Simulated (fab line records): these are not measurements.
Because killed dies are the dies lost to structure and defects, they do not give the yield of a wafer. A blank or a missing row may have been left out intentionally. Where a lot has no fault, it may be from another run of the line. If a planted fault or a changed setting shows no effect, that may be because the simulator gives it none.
fab line records    flow sfqLine
[record] lots = 6  wafers = 18  lastDay = 85
route steps=325 shown C5@247 M6@251
lots that met no fault: from a run of the same line without faults
startH: hours from the record's opening day to when the first of the lot's shown wafers began    waitH: hours since the lot's step before    " unchanged from the row above    L1.1+2: several wafers, shown together as one row    - value missing, or start not given    * or withheld: withheld    < > ~ a bound
route shown NAME@n: NAME is a module with steps in the file, n the number in the route of the first one    usual: the fault-free wafers' mean and standard deviation    same: alike in all rows    chamber/n: place in a boat    sites: each site's reading    _std_site: their standard deviation    _edge_site: outer sites' mean less inner sites'    radiusMm: for every site, how far away it sits from the centre of the wafer    mask NAME#n: copy n    behind: the most recent tool/chamber to have shaped the wafer    hold: the reason the lot was held/the length of the hold in hours/how it ended    device: whichever transistor did not switch (one of n, p or np)    end of line: the tests these same wafers got at the end of their route    step lacking rows: just its recipe    killed: count of dies lost to structure and defects at first sort (not the wafer's yield)    map: dies across one wafer; x = killed, . = not, _ = none there
set.NAME: the setting that was run; set.NAME@STEP: the one run at that earlier step    model.NAME: the simulator's own value behind a step, which no gauge read
lots at some steps of the route; a table a step, a row a wafer
services: when a tool's chamber went out of use (startH, in hours from the record's first day, below 0 if earlier), for how many hours, and the reason
[[steps]]
[step SFQ_TRILAYER_C5_BARC_OPEN_VIA_ETCH_210]
[recipe] maskMaterial = PR  chemistry = O2  targetDepthNm = 125  target = BARC  sourceW = 500  biasW = 80  pressureMtorr = 30  timeS = 41.7
[usual] drypumpMotorCurrentA = 5.9/0.5  oesProductAu = 0.685/0.0044
lot.wafer  tool        chamber  startH   waitH  drypumpMotorCurrentA  oesProductAu  rfHoursCounterH
L511.1     rieDiel-02  0        1626.54  0.0    5.4                   0.679         11
L511.4     "           2        "        "      6.5                   0.685         -
L511.6     "           3        "        "      5.1                   0.688         -
L517.1     rieDiel-03  3        1724.39  0.0    6.2                   0.675         19
L517.2     "           1        "        "      6.2                   0.680         6
L517.6     "           1        "        "      6.2                   0.688         -
L520.3     rieDiel-03  3        1806.08  0.0    6.2                   0.681         20
L520.4     "           2        "        "      6.3                   0.684         1
L520.6     "           2        "        "      6.3                   0.687         -
L521.4     rieDiel-03  2        1817.26  0.0    6.3                   0.686         2
L521.5     "           1        "        "      6.2                   0.687         -
L521.6     "           2        "        "      6.3                   0.674         -
L522.1     rieDiel-01  0        1819.66  0.0    5.6                   0.685         21
L522.4     "           3        "        "      5.4                   0.687         3
L522.5     "           2        "        "      6.4                   0.686         -
L524.1     rieDiel-02  1        1830.16  0.0    5.9                   0.688         1
L524.3     "           2        "        "      6.5                   0.676         19
L524.4     "           3        "        "      5.1                   0.677         12
[step SFQ_TRILAYER_C5_ETCH_VIA_ETCH_154]
[recipe] target = SiO2  maskMaterial = PR  chemistry = CHF3  targetDepthNm = 84  sourceW = 500  biasW = 80  pressureMtorr = 30  timeS = withheld  stopOn = Nb
[usual] drypumpMotorCurrentA = 5.9/0.5  oesProductAu = 0.893/0.0084
lot.wafer  tool        chamber  startH   waitH  drypumpMotorCurrentA  oesProductAu
L511.1     rieDiel-02  0        1626.58  0.0    5.4                   0.904
L511.4     "           2        "        "      6.5                   0.892
L511.6     "           3        "        "      5.1                   0.894
L517.1     rieDiel-03  3        1724.43  0.0    6.2                   0.886
L517.2     "           1        "        "      6.2                   0.889
L517.6     "           1        "        "      6.2                   0.898
L520.3     rieDiel-03  3        1806.12  0.0    6.2                   0.867
L520.4     "           2        "        "      6.3                   0.893
L520.6     "           2        "        "      6.3                   0.898
L521.4     rieDiel-03  2        1817.30  0.0    6.3                   0.900
L521.5     "           1        "        "      6.1                   0.897
L521.6     "           2        "        "      6.3                   0.889
L522.1     rieDiel-01  0        1819.70  0.0    5.6                   0.883
L522.4     "           3        "        "      5.5                   0.905
L522.5     "           2        "        "      6.3                   0.902
L524.1     rieDiel-02  1        1830.20  0.0    5.8                   0.879
L524.3     "           2        "        "      6.5                   0.895
L524.4     "           3        "        "      5.1                   0.894
[step SFQ_TRILAYER_C5_STRIP_STRIP_155]
[recipe] gas = O2  powerW = 200  platenTempC = 40  overashFraction = 0.65  chemistry = O2  pressureMtorr = 50
[usual] drypumpMotorCurrentA = 5.8/0.38  oesProductAu = 1.000/0.0074  platenTempC = 39.97/0.11
[same] overashFraction = 0.65
lot.wafer  tool         chamber  startH   waitH  drypumpMotorCurrentA  oesProductAu  platenTempC  rfHoursCounterH
L511.1     rieMetal-02  1        1626.62  -      6.5                   1.008         39.84        54
L511.4     "            0        "        "      5.6                   1.001         40.04        -
L511.6     "            0        "        "      5.6                   1.000         39.92        -
L517.1     rieMetal-04  0        1724.47  -      5.9                   0.993         39.69        65
L517.2     "            1        "        "      5.3                   1.009         40.00        27
L517.6     "            0        "        "      5.9                   0.989         39.85        -
L520.3     rieMetal-02  0        1806.57  -      5.6                   0.985         39.99        -
L520.4     "            0        "        "      5.6                   0.994         39.98        -
L520.6     "            0        "        "      5.6                   0.988         39.93        -
L521.4     rieMetal-03  1        1817.55  -      6.1                   1.006         39.80        -
L521.5     "            1        "        "      6.1                   1.002         39.87        -
L521.6     "            0        "        "      5.5                   0.997         40.16        -
L522.1     rieMetal-02  1        1819.75  -      6.5                   1.005         39.88        82
L522.4     "            1        "        "      6.5                   1.005         39.89        -
L522.5     "            1        "        "      6.5                   1.003         39.98        -
L524.1     rieMetal-03  0        1830.25  -      5.6                   1.009         39.89        94
L524.3     "            1        "        "      6.1                   1.010         40.27        -
L524.4     "            0        "        "      5.6                   0.999         39.74        -
[step SFQ_TRILAYER_C5_STRIP_SOLV_CLEAN_156]
[recipe] chemistry = NMP  tempC = 70  timeS = 600
[step SFQ_TRILAYER_M6_DEP_PRE_CLEAN_158]
[recipe] gas = Ar  timeS = 22.5  biasV = 250
[step SFQ_TRILAYER_M6_DEP_SPUTTER_157]
[recipe] material = Nb  basePressurePa = 1.33e-06  chamberPressurePa = 0.1333  substrateTempC = 20  targetThkNm = 200  powerW = 2000  timeS = 133.3
[usual] throttleValvePct = 29.9/0.81
lot.wafer  tool           chamber  startH   waitH  throttleValvePct
L511.1     pvdSputter-03  -        1627.43  0.0    31.1
L511.4     "              -        "        "      30.0
L511.6     "              -        "        "      31.0
L517.1     pvdSputter-03  -        1725.28  0.0    28.9
L517.2     "              -        "        "      30.2
L517.6     "              -        "        "      31.2
L520.3     pvdSputter-03  -        1807.59  0.0    31.2
L520.4     "              -        "        "      29.0
L520.6     "              -        "        "      28.8
L521.4     pvdSputter-04  -        1818.15  0.0    30.3
L521.5     "              -        "        "      30.1
L521.6     "              -        "        "      29.5
L522.1     pvdSputter-05  -        1820.55  0.0    29.6
L522.4     "              -        "        "      31.8
L522.5     "              -        "        "      29.8
L524.1     pvdSputter-03  -        1831.06  0.0    29.8
L524.3     "              -        "        "      31.2
L524.4     "              -        "        "      28.9
[step SFQ_M6_RS_MEAS_938]
[recipe] thkMeasGauge = four-point-probe  reads = Nb_of_TRILAYER_M6_DEP_SPUTTER_157
[usual] M6_NB_RS = 0.894/0.0089
lot.wafer  tool          chamber  startH   waitH  M6_NB_RS[ohm/sq]
L511.1     filmMetro-03  -        1627.52  0.0    0.897
L511.4     "             -        "        "      0.897
L511.6     "             -        "        "      0.891
L517.1     filmMetro-03  -        1725.37  0.0    0.908
L517.2     "             -        "        "      0.902
L517.6     "             -        "        "      0.901
L520.3     filmMetro-01  -        1807.72  0.1    0.892
L520.4     "             -        "        "      0.897
L520.6     "             -        "        "      0.894
L521.4     filmMetro-03  -        1818.31  0.1    0.881
L521.5     "             -        "        "      0.877
L521.6     "             -        "        "      0.873
L522.1     filmMetro-02  -        1820.65  0.0    0.906
L522.4     "             -        "        "      0.893
L522.5     "             -        "        "      0.892
L524.1     filmMetro-02  -        1831.15  0.0    0.880
L524.3     "             -        "        "      0.886
L524.4     "             -        "        "      0.895
[step SFQ_TRILAYER_M6_LITHO_COAT_164]
[recipe] resist = BARC  spinRpm = 3000  resistThkNm = 62
[step SFQ_TRILAYER_M6_LITHO_COAT_159]
[recipe] resist = KrF  spinRpm = 3000  resistThkNm = 600
[step SFQ_TRILAYER_M6_LITHO_SOFTBAKE_163]
[recipe] tempC = withheld  timeS = withheld  resist = KrF
[step SFQ_TRILAYER_M6_LITHO_EXPOSE_160]
[recipe] maskId = M6  na = 0.6  sourceShape = conventional  sigmaOuter = 0.65  targetCdNm = 500  doseMj = 14.4
[step SFQ_TRILAYER_M6_LITHO_PEB_162]
[recipe] pebTempC = 115  pebTimeS = 60  resist = KrF
[usual] chillPlateTempC = 22.99/0.1  exhaustPa = 44.9/0.95  heaterPowerTotalW = 79.15/0.067
lot.wafer  tool           chamber  startH   waitH  chillPlateTempC  exhaustPa  heaterPowerTotalW
L511.1     lithoTrack-01  0        1731.07  1.0    23.20            44.6       79.15
L511.4     "              0        "        "      23.12            44.2       79.22
L511.6     "              0        "        "      23.05            43.8       79.23
L517.1     lithoTrack-04  0        1774.34  1.0    22.95            44.4       79.04
L517.2     "              0        "        "      22.89            46.9       79.13
L517.6     "              0        "        "      22.94            46.2       79.21
L520.3     lithoTrack-04  -        1852.15  0.7    -                -          -
L520.4     "              -        "        "      -                -          -
L520.6     "              -        "        "      -                -          -
L521.4     lithoTrack-04  -        1865.60  0.5    -                -          -
L521.5     "              -        "        "      -                -          -
L521.6     "              -        "        "      -                -          -
L522.1     lithoTrack-01  0        1866.72  1.0    22.86            46.5       79.18
L522.4     "              0        "        "      22.90            43.8       79.17
L522.5     "              0        "        "      22.85            45.5       79.11
L524.1     lithoTrack-01  0        1873.92  1.0    23.01            44.3       79.17
L524.3     "              0        "        "      23.02            45.3       79.09
L524.4     "              0        "        "      22.96            45.4       79.11
[step SFQ_TRILAYER_M6_LITHO_DEVELOP_161]
[recipe] timeS = 60  resist = KrF
[[services]]
tool           chamber  startH   hours  kind
rieDiel-02     1        1615.87  15.0   repair
rieMetal-02    -        1624.06  2.3    repair
rieMetal-03    -        1631.47  14.8   repair
rieMetal-03    1        1650.66  26.4   repair
rieDiel-01     -        1689.14  14.6   pm
rieMetal-03    -        1691.30  1.4    pm
rieDiel-02     2        1723.97  6.9    repair
rieMetal-02    -        1732.71  2.7    repair
rieDiel-03     0        1741.24  4.2    repair
rieDiel-01     0        1745.38  4.0    repair
rieMetal-03    0        1753.58  29.8   repair
rieDiel-02     1        1755.67  3.1    repair
rieDiel-03     3        1757.66  2.4    repair
rieDiel-01     -        1770.61  2.3    repair
rieMetal-02    1        1804.93  1.4    repair
rieDiel-01     2        1805.10  5.9    repair
rieDiel-02     0        1821.23  2.5    repair
rieDiel-02     1        1835.24  8.1    repair
pvdSputter-03  -        1838.56  1.7    repair
rieDiel-02     2        1847.67  1.9    repair
pvdSputter-03  -        1849.02  10.6   repair
rieDiel-01     3        1852.70  18.6   repair
pvdSputter-03  -        1857.68  5.9    repair
rieMetal-02    -        1867.16  28.1   pm
[[key]]
[firstSign] step = SFQ_TRILAYER_M6_LITHO_PEB_162  reading = toolRecord  direction = missing
effect none on later readings
metAt SFQ_TRILAYER_M6_LITHO_PEB_162
struckWafers L520.3,L520.4,L520.6,L521.4,L521.5,L521.6
onsetBetween 1774.34 1852.15
[fault] kind = skippedStepWhole  tool = lithoTrack-04  chamber = -  onsetH = 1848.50  steps = SFQ_TRILAYER_M6_LITHO_PEB_162  scope = struckLotsOnly
